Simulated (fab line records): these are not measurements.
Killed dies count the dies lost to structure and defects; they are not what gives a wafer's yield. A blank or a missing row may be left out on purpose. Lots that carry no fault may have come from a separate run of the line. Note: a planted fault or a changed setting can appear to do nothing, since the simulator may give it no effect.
fab line records	flow sky130
[record] lots = 12	wafers = 36	last_day = 50
route steps=708 shown POLY_GATE@229 RES_XHIGH@341 SD_N@353 LI_CONTACT@376
lots with no fault: from the same line, run without faults
start_h: the number of hours between the record's first day and the start of the first shown wafer of the lot	wait_h: how many hours have passed since the lot's step before this one	" the same as in the row above	L1.1+2: one row covering several wafers at once	- either no value or no given start	* or withheld: withheld	< > ~ a bound
route shown NAME@n: NAME is a module with steps in the file, n the number in the route of the first one	usual: mean/standard deviation of fault-free wafers	same: alike in all rows	chamber/n: place in a boat	sites: per-site readings	_std_site: standard deviation of those values	_edge_site: mean of outer sites minus mean of inner sites	radius_mm: how far each site lies from the wafer's centre	mask NAME#n: copy n	behind: tool/chamber where the wafer was last shaped	hold: what put the lot on hold/how long, in hours/how the hold closed	device: the transistor (n, p or np) that didn't switch	end of line: the same wafers' tests at the end of the route	where a step has no rows: the recipe by itself	killed: dies that structure and defects cost at the first sort, which is not the same as the wafer's yield	map: a wafer's dies, x killed, . not, _ none there
set.NAME: the run value of the setting; set.NAME@STEP: its run value at that earlier step	model.NAME: the simulator's own value behind a step, which no gauge read
steps of the route over a sample of lots; a table a step, a row a wafer
services: when a tool's chamber went out of use (start_h, in hours from the record's first day, below 0 if earlier), for how many hours, and the reason
[[steps]]
[step SKY_POLY_GATE_ETCH_15]
[recipe] chemistry = N2/H2	target = BARC	ion_energy_ev = 200	source_w = 500	bias_w = 100	pressure_mtorr = 30	n2_flow_sccm = 100	h2_flow_sccm = 200	stop_on = SiO2	time_s = 118.5	target_depth_a = 1100
[usual] bias_w = 100.0/0.31	drypump_motor_current_A = 5.7/0.52	oes_product_au = 0.717/0.0045	throttle_valve_pct = 13.213/0.0097
lot.wafer	tool	chamber	start_h	wait_h	bias_w	drypump_motor_current_A	oes_product_au	rf_hours_counter_h	throttle_valve_pct
L118.1	rie_diel-01	2	366.07	0.0	100.0	6.4	0.715	13	13.197
L118.4	"	2	"	"	99.9	6.5	0.723	-	13.197
L118.5	"	0	"	"	99.6	4.9	0.724	-	13.205
L121.2	rie_diel-02	2	393.38	0.0	100.3	5.3	0.720	10	13.203
L121.3	"	3	"	"	100.0	5.7	0.722	15	13.216
L121.4	"	1	"	"	99.5	5.9	0.719	10	13.212
L122.2	rie_diel-03	0	395.65	0.0	100.2	5.8	0.713	97	13.203
L122.3	"	2	"	"	100.1	6.6	0.715	15	13.233
L122.5	"	0	"	"	100.0	5.8	0.731	-	13.207
L124.2	rie_diel-03	1	430.12	0.0	99.9	5.8	0.717	14	13.220
L124.3	"	3	"	"	99.4	5.4	0.719	8	13.206
L124.6	"	2	"	"	99.8	6.6	0.713	-	13.216
L125.1	rie_diel-02	1	437.63	0.0	99.3	5.9	0.718	10	13.230
L125.5	"	2	"	"	100.2	5.3	0.720	-	13.209
L125.6	"	1	"	"	99.6	5.9	0.714	-	13.212
L127.2	rie_diel-01	2	449.77	0.0	99.8	6.4	0.710	14	13.205
L127.4	"	1	"	"	100.2	6.2	0.722	89	13.211
L127.5	"	3	"	"	100.1	5.6	0.717	-	13.225
L129.3	rie_diel-03	1	474.27	0.0	99.8	5.8	0.713	15	13.212
L129.5	"	3	"	"	100.0	5.4	0.721	-	13.204
L129.6	"	2	"	"	99.9	6.6	0.721	-	13.209
L130.1	rie_diel-01	2	481.82	0.0	100.6	6.4	0.708	15	13.216
L130.2	"	3	"	"	100.4	5.6	0.712	10	13.230
L130.4	"	1	"	"	99.9	6.2	0.715	89	13.224
L131.4	rie_diel-03	2	487.56	0.1	100.2	6.6	0.720	-	13.215
L131.5	"	3	"	"	99.8	5.4	0.723	-	13.221
L131.6	"	1	"	"	99.5	5.8	0.713	-	13.206
L135.1	rie_diel-01	3	524.77	0.0	94.0	5.5	0.713	11	13.202
L135.3	"	2	"	"	94.0	6.5	0.723	16	13.209
L135.4	"	2	"	"	94.2	6.4	0.710	-	13.217
L136.3	rie_diel-01	3	527.62	0.0	93.8	5.6	0.712	11	13.212
L136.4	"	2	"	"	93.8	6.4	0.712	-	13.210
L136.6	"	3	"	"	93.9	5.5	0.716	-	13.230
L139.1	rie_diel-03	2	554.11	0.0	100.1	6.6	0.717	18	13.221
L139.3	"	3	"	"	100.2	5.3	0.717	11	13.202
L139.5	"	0	"	"	100.4	5.9	0.725	-	13.217
[step SKY_RES_XHIGH_TW_MEAS_09]
[usual] RES_XHIGH_TW = 1637/8.4
lot.wafer	tool	chamber	start_h	wait_h	RES_XHIGH_TW
L118.1	film_metro-03	-	614.96	0.1	1639
L118.4	"	-	"	"	1642
L118.5	"	-	"	"	1639
L121.2	film_metro-03	-	641.21	0.1	1640
L121.3	"	-	"	"	1640
L121.4	"	-	"	"	1638
L122.2	film_metro-02	-	641.82	0.1	1632
L122.3	"	-	"	"	1621
L122.5	"	-	"	"	1624
L124.2	film_metro-01	-	675.88	0.1	1640
L124.3	"	-	"	"	1646
L124.6	"	-	"	"	1661
L125.1	film_metro-02	-	682.36	0.1	1633
L125.5	"	-	"	"	1642
L125.6	"	-	"	"	1635
L127.2	film_metro-02	-	692.98	0.1	1642
L127.4	"	-	"	"	1639
L127.5	"	-	"	"	1652
L129.3	film_metro-01	-	712.99	0.1	1654
L129.5	"	-	"	"	1645
L129.6	"	-	"	"	1651
L130.1	film_metro-03	-	722.86	0.1	1622
L130.2	"	-	"	"	1631
L130.4	"	-	"	"	1624
L131.4	film_metro-03	-	726.24	0.1	1617
L131.5	"	-	"	"	1629
L131.6	"	-	"	"	1623
L135.1	film_metro-01	-	758.06	0.1	1632
L135.3	"	-	"	"	1632
L135.4	"	-	"	"	1635
L136.3	film_metro-01	-	765.43	0.1	1628
L136.4	"	-	"	"	1626
L136.6	"	-	"	"	1639
L139.1	film_metro-03	-	785.32	0.1	1625
L139.3	"	-	"	"	1633
L139.5	"	-	"	"	1634
[step SKY_SD_N_STRIP_11]
[recipe] chemistry = O2/N2	power_w = 1400	pressure_mtorr = 1500	platen_temp_c = withheld	o2_flow_sccm = 3000	n2_flow_sccm = 300	overash_fraction = 0.5
[usual] drypump_motor_current_A = 6.1/0.46	oes_product_au = 0.528/0.0046	strip_time_to_endpoint_s = 22.58/0.046
lot.wafer	tool	chamber	start_h	wait_h	drypump_motor_current_A	oes_product_au	rf_hours_counter_h	strip_time_to_endpoint_s
L118.1	plasma_asher-04	0	643.82	0.1	5.6	0.528	51	22.64
L118.4	"	1	"	"	6.0	0.535	-	22.61
L118.5	"	1	"	"	6.0	0.526	-	22.61
L121.2	plasma_asher-01	1	670.04	0.1	6.6	0.530	85	22.55
L121.3	"	1	"	"	6.6	0.535	-	22.57
L121.4	"	0	"	"	5.4	0.526	-	22.56
L122.2	plasma_asher-02	0	670.71	0.1	6.6	0.526	100	22.61
L122.3	"	1	"	"	6.5	0.526	-	22.61
L122.5	"	0	"	"	6.6	0.539	-	22.56
L124.2	plasma_asher-02	1	704.11	0.1	6.4	0.526	103	22.62
L124.3	"	1	"	"	6.4	0.536	-	22.56
L124.6	"	1	"	"	6.5	0.532	-	22.64
L125.1	plasma_asher-01	1	709.69	0.1	6.6	0.516	89	22.49
L125.5	"	0	"	"	5.4	0.525	-	22.55
L125.6	"	1	"	"	6.6	0.520	-	22.51
L127.2	plasma_asher-04	1	721.49	0.1	6.0	0.535	58	22.59
L127.4	"	1	"	"	6.0	0.530	-	22.59
L127.5	"	1	"	"	6.0	0.527	-	22.65
L129.3	plasma_asher-04	1	741.15	0.1	6.0	0.528	-	22.64
L129.5	"	1	"	"	6.0	0.530	-	22.65
L129.6	"	0	"	"	5.6	0.517	-	22.63
L130.1	plasma_asher-02	0	750.64	0.1	6.6	0.519	1	22.56
L130.2	"	1	"	"	6.4	0.534	1	22.62
L130.4	"	1	"	"	6.4	0.527	-	22.61
L131.4	plasma_asher-01	1	753.71	0.1	6.6	0.531	-	22.68
L131.5	"	0	"	"	5.4	0.527	-	22.67
L131.6	"	1	"	"	6.6	0.527	-	22.67
L135.1	plasma_asher-04	0	784.66	0.1	5.6	0.528	65	22.57
L135.3	"	0	"	"	5.6	0.531	-	22.55
L135.4	"	1	"	"	6.0	0.520	-	22.56
L136.3	plasma_asher-02	1	792.85	0.1	6.4	0.531	-	22.55
L136.4	"	0	"	"	6.6	0.517	-	22.58
L136.6	"	0	"	"	6.6	0.526	-	22.57
L139.1	plasma_asher-02	0	811.34	0.1	6.6	0.526	7	22.55
L139.3	"	0	"	"	6.6	0.527	-	22.62
L139.5	"	0	"	"	6.6	0.524	-	22.60
[step SKY_LI_CONTACT_ETCH_14]
[recipe] chemistry = N2/H2	target = BARC	ion_energy_ev = 200	source_w = 500	bias_w = 100	pressure_mtorr = 30	n2_flow_sccm = 100	h2_flow_sccm = 200	stop_on = SiO2	time_s = 45.9	target_depth_a = 600
[usual] bias_w = 100.00/0.28	drypump_motor_current_A = 6.0/0.45	oes_product_au = 0.855/0.0046	throttle_valve_pct = 13.225/0.0084
lot.wafer	tool	chamber	start_h	wait_h	bias_w	drypump_motor_current_A	oes_product_au	rf_hours_counter_h	throttle_valve_pct
L118.1	rie_diel-02	2	674.07	0.0	99.87	5.3	0.851	15	13.234
L118.4	"	3	"	"	100.21	5.7	0.860	20	13.221
L118.5	"	0	"	"	100.48	5.5	0.868	-	13.230
L121.2	rie_diel-02	3	699.21	0.0	100.00	5.7	0.857	21	13.219
L121.3	"	0	"	"	100.77	5.5	0.860	11	13.223
L121.4	"	2	"	"	99.92	5.3	0.851	15	13.206
L122.2	rie_diel-04	2	700.32	0.0	99.88	6.7	0.859	2	13.234
L122.3	"	0	"	"	99.50	5.6	0.861	3	13.221
L122.5	"	1	"	"	99.71	6.1	0.854	-	13.224
L124.2	rie_diel-04	3	732.37	0.0	100.02	6.2	0.852	17	13.225
L124.3	"	1	"	"	100.34	6.1	0.850	16	13.210
L124.6	"	2	"	"	99.62	6.7	0.850	-	13.227
L125.1	rie_diel-04	3	738.76	0.0	99.57	6.2	0.857	18	13.235
L125.5	"	3	"	"	99.94	6.2	0.849	-	13.244
L125.6	"	2	"	"	100.25	6.7	0.858	-	13.219
L127.2	rie_diel-03	3	750.43	0.0	100.10	5.3	0.856	15	13.226
L127.4	"	2	"	"	100.15	6.6	0.856	24	13.234
L127.5	"	0	"	"	99.45	5.9	0.855	-	13.216
L129.3	rie_diel-04	3	769.37	0.0	99.71	6.2	0.861	19	13.219
L129.5	"	3	"	"	99.74	6.2	0.860	-	13.216
L129.6	"	0	"	"	100.28	5.6	0.857	-	13.224
L130.1	rie_diel-04	0	779.61	0.0	99.77	5.6	0.849	5	13.232
L130.2	"	2	"	"	100.13	6.7	0.849	4	13.222
L130.4	"	1	"	"	100.55	6.1	0.862	17	13.230
L131.4	rie_diel-03	3	781.64	0.0	100.13	5.4	0.850	17	13.227
L131.5	"	2	"	"	99.48	6.6	0.853	-	13.210
L131.6	"	3	"	"	99.77	5.4	0.856	-	13.236
L135.1	rie_diel-02	1	811.69	0.0	100.13	5.9	0.856	19	13.228
L135.3	"	0	"	"	99.53	5.5	0.859	16	13.216
L135.4	"	2	"	"	100.47	5.3	0.854	-	13.219
L136.3	rie_diel-03	1	820.06	0.0	100.11	5.8	0.850	25	13.238
L136.4	"	3	"	"	99.98	5.4	0.846	18	13.240
L136.6	"	3	"	"	99.90	5.4	0.852	-	13.231
L139.1	rie_diel-03	2	838.93	0.0	99.98	6.6	0.847	27	13.224
L139.3	"	0	"	"	99.86	5.8	0.858	9	13.228
L139.5	"	3	"	"	99.85	5.4	0.856	-	13.218
[[services]]
tool	chamber	start_h	hours	kind
rie_diel-03	0	345.03	1.9	repair
rie_diel-01	3	362.24	13.2	repair
rie_diel-04	-	363.27	2.8	pm
rie_diel-02	-	421.81	0.2	repair
rie_diel-03	2	444.79	3.9	repair
rie_diel-02	3	445.05	4.4	repair
plasma_asher-02	-	458.54	0.5	repair
plasma_asher-02	-	477.86	2.8	pm
rie_diel-01	1	500.65	6.4	repair
rie_diel-02	-	511.72	0.1	repair
rie_diel-02	1	521.10	7.3	repair
rie_diel-04	-	538.94	0.7	repair
rie_diel-02	0	565.42	3.4	repair
rie_diel-01	1	569.39	12.9	repair
rie_diel-03	0	571.10	2.6	repair
rie_diel-01	3	601.40	1.5	repair
rie_diel-01	0	608.24	11.7	repair
rie_diel-03	3	629.16	3.5	repair
rie_diel-02	-	701.76	0.9	repair
rie_diel-01	-	710.02	68.1	repair
plasma_asher-02	-	733.75	9.0	pm
rie_diel-04	1	735.20	20.2	repair
plasma_asher-02	-	745.38	0.4	repair
rie_diel-03	0	745.63	1.4	repair
[[key]]
[first_sign] step = SKY_POLY_GATE_ETCH_15	reading = bias_w	direction = down	sigmas = 19	usual = 100.0	struck = 94.0
effect none on later readings
met_at SKY_POLY_GATE_ETCH_15
struck_lots L135,L136
tester_left_out L135,L136
not_acting_at SKY_RES_XHIGH_TW_MEAS_09,SKY_SD_N_STRIP_11,SKY_LI_CONTACT_ETCH_14
onset_between 481.82 524.77
[fault] kind = process_parameter_drift	tool = rie_diel-01	chamber = -	onset_h = 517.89	steps = SKY_POLY_GATE_ETCH_15	channel = bias_w	offset = -5.8428	shape = step	end_h = 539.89	acts_in = these_recipes_only	stated = 100
// tester_left_out: of these lots the tester's yield and bins aren't shown, on N5 and GAA mostly nor the transistor test; their killed dies are dies lost to structure and defects alone, not to doping, threshold or leakage, so they don't give the yield
